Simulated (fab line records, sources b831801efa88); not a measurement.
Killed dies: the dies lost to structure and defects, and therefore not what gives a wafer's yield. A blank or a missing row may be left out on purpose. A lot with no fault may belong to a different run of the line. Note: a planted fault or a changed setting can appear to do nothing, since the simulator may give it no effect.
fab line records	flow sky130
record: lots: 12	wafers: 36	last_day: 51
route steps=708 shown METAL4@598 VIA4@639 PAD_OPEN@708
lots untouched by any fault: they come from a run of this same line in which no faults occurred
start_h: hours from the record's first day to the start of the lot's first wafer shown	wait_h: how many hours have passed since the lot's step before this one	" identical to the entry in the row above	L1.1+2: one row covering several wafers at once	- no value, or no start given	* or withheld: withheld	< > ~ a bound
route shown NAME@n: a module of which the file shows steps, and the number in the route of the first	usual: mean/standard deviation of fault-free wafers	same: alike in all rows	chamber/n: place in a boat	sites: the reading at each site	_std_site: the standard deviation of these	_edge_site: mean of outer sites minus mean of inner sites	radius_mm: how far each site lies from the wafer's centre	mask NAME#n: copy n	behind: tool/chamber where the wafer was last shaped	hold: what put the lot on hold/how long, in hours/how the hold closed	device: whichever transistor did not switch (one of n, p or np)	end of line: the route-end tests of the same wafers	a step without rows: its recipe alone	killed: dies that structure and defects cost at the first sort, which is not the same as the wafer's yield	map: per-die view of a wafer (x killed, . not killed, _ where there is no die)
set.NAME: the setting as run; set.NAME@STEP: as run at that earlier step	model.NAME: the simulator's own value behind a step, which no gauge read
a sample of lots followed through the steps of the route, with each step as a table and each wafer as a row
services: the hour from which a tool's chamber was out of use, counted from the record's first day as start_h (under 0 if before that day), plus the number of hours and why
== steps ==
step: SKY_METAL4_SPUTTER_00
recipe: material: Ti	target_thk_nm: 15	power_w: 3000	time_s: 10	chamber_pressure_pa: 0.4
usual: throttle_valve_pct: 29.9/0.91
lot.wafer	tool	chamber	start_h	wait_h	throttle_valve_pct
L114.1	pvd_sputter-04	-	931.59	0.1	29.9
L114.2	"	-	"	"	30.4
L114.4	"	-	"	"	30.9
L115.1	pvd_sputter-01	-	952.84	0.2	29.8
L115.4	"	-	"	"	30.9
L115.5	"	-	"	"	31.3
L116.1	pvd_sputter-01	-	953.60	0.1	29.7
L116.2	"	-	"	"	31.2
L116.4	"	-	"	"	29.4
L117.3	pvd_sputter-01	-	969.58	0.1	28.8
L117.4	"	-	"	"	29.6
L117.5	"	-	"	"	29.0
L119.1	pvd_sputter-01	-	972.35	0.1	29.8
L119.3	"	-	"	"	28.7
L119.4	"	-	"	"	30.9
L118.3	pvd_sputter-01	-	977.46	0.2	28.6
L118.4	"	-	"	"	30.0
L118.5	"	-	"	"	29.8
L121.3	pvd_sputter-04	-	996.13	0.2	31.2
L121.4	"	-	"	"	29.7
L121.5	"	-	"	"	29.5
L123.2	pvd_sputter-04	-	1010.32	0.2	29.5
L123.3	"	-	"	"	30.5
L123.4	"	-	"	"	30.9
L132.1	pvd_sputter-01	-	1082.16	0.1	28.8
L132.2	"	-	"	"	30.9
L132.6	"	-	"	"	30.0
L136.1	pvd_sputter-04	-	1093.13	0.1	30.8
L136.2	"	-	"	"	31.0
L136.5	"	-	"	"	29.4
L135.4	pvd_sputter-04	-	1095.35	0.1	31.0
L135.5	"	-	"	"	30.7
L135.6	"	-	"	"	29.3
L137.2	pvd_sputter-04	-	1097.65	0.1	29.4
L137.4	"	-	"	"	29.5
L137.5	"	-	"	"	30.5
step: SKY_METAL4_SPUTTER_01
recipe: material: TiN	target_thk_nm: 20	power_w: 6500	time_s: 16.7	chamber_pressure_pa: 0.4
usual: throttle_valve_pct: 30.0/0.91
lot.wafer	tool	chamber	start_h	wait_h	throttle_valve_pct
L114.1	pvd_sputter-04	-	931.61	0.0	29.8
L114.2	"	-	"	"	30.6
L114.4	"	-	"	"	30.8
L115.1	pvd_sputter-01	-	952.87	0.0	29.8
L115.4	"	-	"	"	31.2
L115.5	"	-	"	"	31.1
L116.1	pvd_sputter-01	-	953.62	0.0	29.8
L116.2	"	-	"	"	31.2
L116.4	"	-	"	"	29.3
L117.3	pvd_sputter-01	-	969.60	0.0	28.8
L117.4	"	-	"	"	29.9
L117.5	"	-	"	"	28.7
L119.1	pvd_sputter-01	-	972.37	0.0	29.7
L119.3	"	-	"	"	28.5
L119.4	"	-	"	"	31.0
L118.3	pvd_sputter-01	-	977.49	0.0	28.8
L118.4	"	-	"	"	30.1
L118.5	"	-	"	"	29.8
L121.3	pvd_sputter-04	-	996.15	0.0	31.0
L121.4	"	-	"	"	29.8
L121.5	"	-	"	"	29.6
L123.2	pvd_sputter-04	-	1010.35	0.0	29.2
L123.3	"	-	"	"	30.4
L123.4	"	-	"	"	31.0
L132.1	pvd_sputter-01	-	1082.18	0.0	28.9
L132.2	"	-	"	"	31.1
L132.6	"	-	"	"	29.7
L136.1	pvd_sputter-04	-	1093.15	0.0	30.6
L136.2	"	-	"	"	30.9
L136.5	"	-	"	"	29.7
L135.4	pvd_sputter-04	-	1095.38	0.0	31.1
L135.5	"	-	"	"	30.7
L135.6	"	-	"	"	29.5
L137.2	pvd_sputter-04	-	1097.67	0.0	29.5
L137.4	"	-	"	"	29.7
L137.5	"	-	"	"	30.7
step: SKY_METAL4_STRIP_19
recipe: chemistry: O2/N2	power_w: 1400	pressure_mtorr: 1500	platen_temp_c: withheld	o2_flow_sccm: 3000	n2_flow_sccm: 300	overash_fraction: 0.5
usual: drypump_motor_current_A: 5.18/0.29	oes_product_au: 0.503/0.0058	strip_time_to_endpoint_s: 6.54/0.087
lot.wafer	tool	chamber	start_h	wait_h	drypump_motor_current_A	oes_product_au	rf_hours_counter_h	strip_time_to_endpoint_s
L114.1	plasma_asher-04	0	982.21	0.1	5.20	0.501	53	6.41
L114.2	"	1	"	"	4.88	0.503	53	6.62
L114.4	"	1	"	"	4.88	0.501	-	6.50
L115.1	plasma_asher-04	0	1002.77	0.1	5.18	0.501	56	6.43
L115.4	"	0	"	"	5.18	0.504	-	6.58
L115.5	"	0	"	"	5.18	0.500	-	6.56
L116.1	plasma_asher-02	0	1003.06	0.1	5.12	0.503	88	6.60
L116.2	"	1	"	"	5.58	0.507	88	6.71
L116.4	"	0	"	"	5.14	0.513	-	6.61
L117.3	plasma_asher-01	0	1018.73	0.1	5.65	0.504	-	6.52
L117.4	"	1	"	"	4.84	0.495	-	6.39
L117.5	"	0	"	"	5.69	0.506	-	6.53
L119.1	plasma_asher-01	1	1021.77	0.1	4.84	0.504	121	6.51
L119.3	"	0	"	"	5.66	0.502	-	6.49
L119.4	"	1	"	"	4.85	0.504	-	6.65
L118.3	plasma_asher-02	0	1025.75	0.1	5.07	0.496	-	6.55
L118.4	"	1	"	"	5.57	0.497	-	6.45
L118.5	"	0	"	"	5.10	0.501	-	6.47
L121.3	plasma_asher-02	0	1043.32	0.1	5.04	0.493	-	6.34
L121.4	"	1	"	"	5.56	0.507	-	6.55
L121.5	"	1	"	"	5.56	0.503	-	6.37
L123.2	plasma_asher-02	0	1057.09	0.1	5.09	0.498	93	6.44
L123.3	"	0	"	"	5.10	0.494	-	6.45
L123.4	"	1	"	"	5.58	0.505	-	6.52
L132.1	plasma_asher-02	0	1123.81	0.3	5.12	0.505	100	6.63
L132.2	"	1	"	"	5.61	0.505	100	6.64
L132.6	"	0	"	"	5.11	0.502	-	6.67
L136.1	plasma_asher-04	0	1135.01	0.1	5.17	0.497	69	6.38
L136.2	"	1	"	"	4.85	0.500	69	6.54
L136.5	"	0	"	"	5.15	0.500	-	6.42
L135.4	plasma_asher-04	1	1136.79	0.1	4.86	0.505	-	6.64
L135.5	"	0	"	"	5.20	0.509	-	6.64
L135.6	"	1	"	"	4.85	0.515	-	6.64
L137.2	plasma_asher-04	1	1139.19	0.1	4.86	0.505	69	6.52
L137.4	"	1	"	"	4.87	0.506	-	6.48
L137.5	"	1	"	"	4.88	0.506	-	6.55
step: SKY_VIA4_HDPCVD_00
recipe: material: SiO2	target_thk_nm: 1750	sigma_open_frac: 0.3	time_s: 291.7	temp_c: 400	sih4_flow_sccm: 60	pressure_mtorr: 6
usual: sih4_flow_sccm: 59.98/0.18
lot.wafer	tool	chamber	start_h	wait_h	sih4_flow_sccm
L114.1	hdpcvd-02	2	982.82	0.0	59.85
L114.2	"	1	"	"	59.81
L114.4	"	2	"	"	60.12
L115.1	hdpcvd-01	1	1003.36	0.0	59.73
L115.4	"	0	"	"	60.35
L115.5	"	1	"	"	59.67
L116.1	hdpcvd-02	0	1003.68	0.0	60.06
L116.2	"	2	"	"	59.82
L116.4	"	2	"	"	59.68
L117.3	hdpcvd-02	2	1019.29	0.0	59.92
L117.4	"	0	"	"	60.21
L117.5	"	1	"	"	60.11
L119.1	hdpcvd-01	0	1022.43	0.0	59.86
L119.3	"	1	"	"	60.06
L119.4	"	1	"	"	60.08
L118.3	hdpcvd-01	2	1026.31	0.0	60.00
L118.4	"	1	"	"	60.00
L118.5	"	0	"	"	59.66
L121.3	hdpcvd-01	2	1043.92	0.0	60.03
L121.4	"	0	"	"	59.89
L121.5	"	1	"	"	59.93
L123.2	hdpcvd-01	1	1057.68	0.0	59.88
L123.3	"	0	"	"	60.13
L123.4	"	2	"	"	59.84
L132.1	hdpcvd-02	2	1124.45	0.0	59.82
L132.2	"	0	"	"	59.87
L132.6	"	2	"	"	59.87
L136.1	hdpcvd-01	2	1135.60	0.0	59.91
L136.2	"	1	"	"	59.77
L136.5	"	1	"	"	60.10
L135.4	hdpcvd-02	2	1137.44	0.1	59.77
L135.5	"	0	"	"	59.85
L135.6	"	1	"	"	60.13
L137.2	hdpcvd-01	1	1139.82	0.0	60.03
L137.4	"	2	"	"	59.88
L137.5	"	1	"	"	59.76
step: SKY_PAD_OPEN_PROBE_99
usual: defect_limited_yield: 82.2/2.1	killed_at_M0_to_M3: 44/7.4	killed_at_M4_up: 3.1/1.8	killed_at_contacts: 25/6	killed_at_front_end: 15/4.4	killed_at_other: 0.3/0.49	killed_dies: 88/10	killed_open: 48/7.4	killed_short: 39/6.3	sort_bin_3_pad_short: 0.9/0.4	sort_bin_5_function: 10.5/1.5	sort_bin_6_memory: 6.5/1.3	sort_n_pass: 404/10	sort_yield_pct: 82.2/2.1
same: gross_dies: 492	killed_at_back_side: 0	sort_bin_4_leakage[%]: 0	sort_bin_8_speed[%]: 0
lot.wafer	tool	chamber	start_h	wait_h	defect_limited_yield[%]	killed_at_M0_to_M3	killed_at_M4_up	killed_at_contacts	killed_at_front_end	killed_at_other	killed_dies	killed_open	killed_short	sort_bin_3_pad_short[%]	sort_bin_5_function[%]	sort_bin_6_memory[%]	sort_n_pass	sort_yield_pct[%]
L121.3	prober-01	-	1134.37	0.2	81.5	26	6	37	21	1	91	43	48	1.4	9.6	7.5	401	81.5
L121.4	prober-01	-	1134.42	0.2	80.5	28	22	28	18	0	96	50	26	2.0	10.2	7.3	396	80.5
L121.5	prober-01	-	1134.47	0.2	81.1	37	5	32	19	0	93	51	42	0	11.2	7.7	399	81.1
L123.2	prober-01	-	1144.31	0.1	82.7	35	1	33	16	0	85	47	38	0.8	10.8	5.7	407	82.7
L123.3	prober-01	-	1144.36	0.2	75.8	47	20	33	19	0	119	62	38	1.4	14.2	8.5	373	75.8
L123.4	prober-01	-	1144.41	0.2	83.5	32	3	17	29	0	81	40	41	1.2	10.2	5.1	411	83.5
killed by level:class
L121.3 LI_CONTACT:geometric_particle:open=10 LOCAL_INTERCONNECT:geometric_particle:short=9 CONTACT:geometric_particle:short=8 FIELD_ISO:geometric_particle:open=7 CONTACT:geometric_particle:open=7 METAL4:geometric_particle:short=6 VIA1:geometric_particle:open=5 FIELD_ISO:geometric_particle:short=4
L121.4 VIA4:unspecified=20 CONTACT:geometric_particle:open=13 POLY_GATE:geometric_particle:open=7 LI_CONTACT:geometric_particle:open=7 FIELD_ISO:geometric_particle:open=6 METAL1:geometric_particle:short=6 VIA1:geometric_particle:open=6 VIA2:geometric_particle:open=5
L121.5 LI_CONTACT:geometric_particle:open=13 VIA1:geometric_particle:open=12 VIA1:geometric_particle:short=11 CONTACT:geometric_particle:open=9 POLY_GATE:geometric_particle:open=6 POLY_GATE:geometric_particle:short=6 LI_CONTACT:geometric_particle:short=4 LOCAL_INTERCONNECT:geometric_particle:short=4
L123.2 CONTACT:geometric_particle:open=13 LOCAL_INTERCONNECT:geometric_particle:short=11 VIA1:geometric_particle:open=7 FIELD_ISO:geometric_particle:open=6 VIA3:geometric_particle:open=6 METAL3:geometric_particle:short=6 VIA2:geometric_particle:open=5 FIELD_ISO:geometric_particle:short=4
L123.3 VIA4:unspecified=19 LI_CONTACT:geometric_particle:open=11 CONTACT:geometric_particle:open=10 VIA1:geometric_particle:open=9 VIA2:geometric_particle:open=9 VIA3:geometric_particle:open=6 FIELD_ISO:geometric_particle:short=5 METAL2:geometric_particle:short=5
L123.4 FIELD_ISO:geometric_particle:short=11 FIELD_ISO:geometric_particle:open=9 VIA1:geometric_particle:open=7 CONTACT:geometric_particle:open=6 VIA2:geometric_particle:short=5 VIA3:geometric_particle:open=5 POLY_GATE:geometric_particle:short=4 LI_CONTACT:geometric_particle:open=4
== services ==
tool	chamber	start_h	hours	kind
pvd_sputter-01	0	911.07	-	consumable_replace:kit
pvd_sputter-01	0	911.07	18.0	scheduled_down
pvd_sputter-01	0	911.07	18.0	vent_cycle
hdpcvd-02	-	933.38	0.8	repair
hdpcvd-01	1	947.57	12.7	repair
hdpcvd-01	-	950.25	15.0	pm
plasma_asher-04	-	951.47	0.5	repair
plasma_asher-04	-	973.11	0.7	repair
hdpcvd-01	-	979.23	5.5	pm
pvd_sputter-01	-	980.58	0.6	repair
plasma_asher-02	-	986.71	8.0	repair
pvd_sputter-01	-	1035.19	10.1	repair
pvd_sputter-04	0	1044.09	-	consumable_replace:kit
pvd_sputter-04	0	1044.09	18.0	scheduled_down
pvd_sputter-04	0	1044.09	18.0	vent_cycle
pvd_sputter-01	-	1051.10	7.3	repair
plasma_asher-01	-	1055.25	9.0	pm
pvd_sputter-01	-	1058.87	0.6	repair
pvd_sputter-01	3	1066.25	-	consumable_replace:kit
pvd_sputter-01	3	1066.25	18.0	scheduled_down
pvd_sputter-01	3	1066.25	18.0	vent_cycle
plasma_asher-04	-	1071.79	4.3	pm
pvd_sputter-01	-	1099.19	1.9	repair
plasma_asher-02	-	1133.78	6.8	repair
== key ==
first_sign: step: SKY_PAD_OPEN_PROBE_99	reading: killed_at_M4_up	direction: up	sigmas: 9.9	usual: 3.1	struck: 21
effect none on later readings
met_at SKY_VIA4_HDPCVD_00
struck_lots L121,L123
struck_wafers L121.4,L123.3
not_acting_at SKY_METAL4_SPUTTER_00,SKY_METAL4_SPUTTER_01,SKY_METAL4_STRIP_19
onset_between 1026.31 1043.92
fault: kind: chamber_particle_source	tool: hdpcvd-01	chamber: 0	onset_h: 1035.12	steps: SKY_VIA4_HDPCVD_00	rate_per_visit_cm2: 0.63313	end_h: 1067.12
